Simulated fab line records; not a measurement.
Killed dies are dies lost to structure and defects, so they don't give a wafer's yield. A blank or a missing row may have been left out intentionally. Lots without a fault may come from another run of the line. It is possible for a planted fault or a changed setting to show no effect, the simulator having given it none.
Matching of chambers -- flow sky130 -- 4 sister chambers for SKY_SONOS_ONO_ETCH_15 on rieDiel-03
The step etches the open film in CHF3/O2, target depth 19.52 nm, time 7.8 s. 8 wafers are shown with their chamber, then 9 later ones without.

## WAFERS, EACH WITH ITS CHAMBER
wafer,chamber,drypumpMotorCurrentA (A),oesProductAu (a.u.)
L089.1,3,6.0,1.008
L089.2,0,6.3,0.983
L089.3,1,6.3,0.999
L089.5,2,6.2,0.983
L089.6,3,6.0,1.006
L091.3,1,6.4,0.987
L091.4,0,6.2,0.983
L091.6,2,6.2,0.994

## WAFERS WITH NO CHAMBER GIVEN
wafer,drypumpMotorCurrentA (A),oesProductAu (a.u.)
L094.2,6.2,0.984
L094.3,6.0,1.017
L094.4,6.3,1.003
L096.1,6.3,0.999
L096.2,6.3,0.976
L096.3,6.2,1.000
L096.4,5.9,1.012
L096.5,6.2,0.991
L096.6,6.3,0.993

## EACH ONE'S CHAMBER
wafer,from the rows above,in truth
L094.2,can't be placed: 2 or 0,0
L094.3,3,3
L094.4,can't be placed: 1 or 2 or 0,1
L096.1,can't be placed: 1 or 2 or 0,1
L096.2,can't be placed: 0 or 2 or 1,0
L096.3,can't be placed: 2 or 0 or 1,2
L096.4,3,3
L096.5,can't be placed: 2 or 0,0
L096.6,can't be placed: 1 or 0 or 2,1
Placed correctly: 2 of 9. From these rows, 7 cannot be placed; in 7 the true chamber is one of the candidates. Number placed wrongly: 0.
How it was worked out, from the rows above alone: a wafer's distance from a chamber is the root of the sum, over the readings, of the square of ((its reading less the chamber's mean) divided by the reading's scatter). The wafer belongs to the nearest chamber; if the next one is less than 2 further off, it can't be placed. For every chamber, the mean is computed from those of its wafers that are shown. The scatter is the square root of a quotient: the sum, over the shown wafers, of each reading's squared deviation from its chamber's mean, divided by wafers minus chambers.
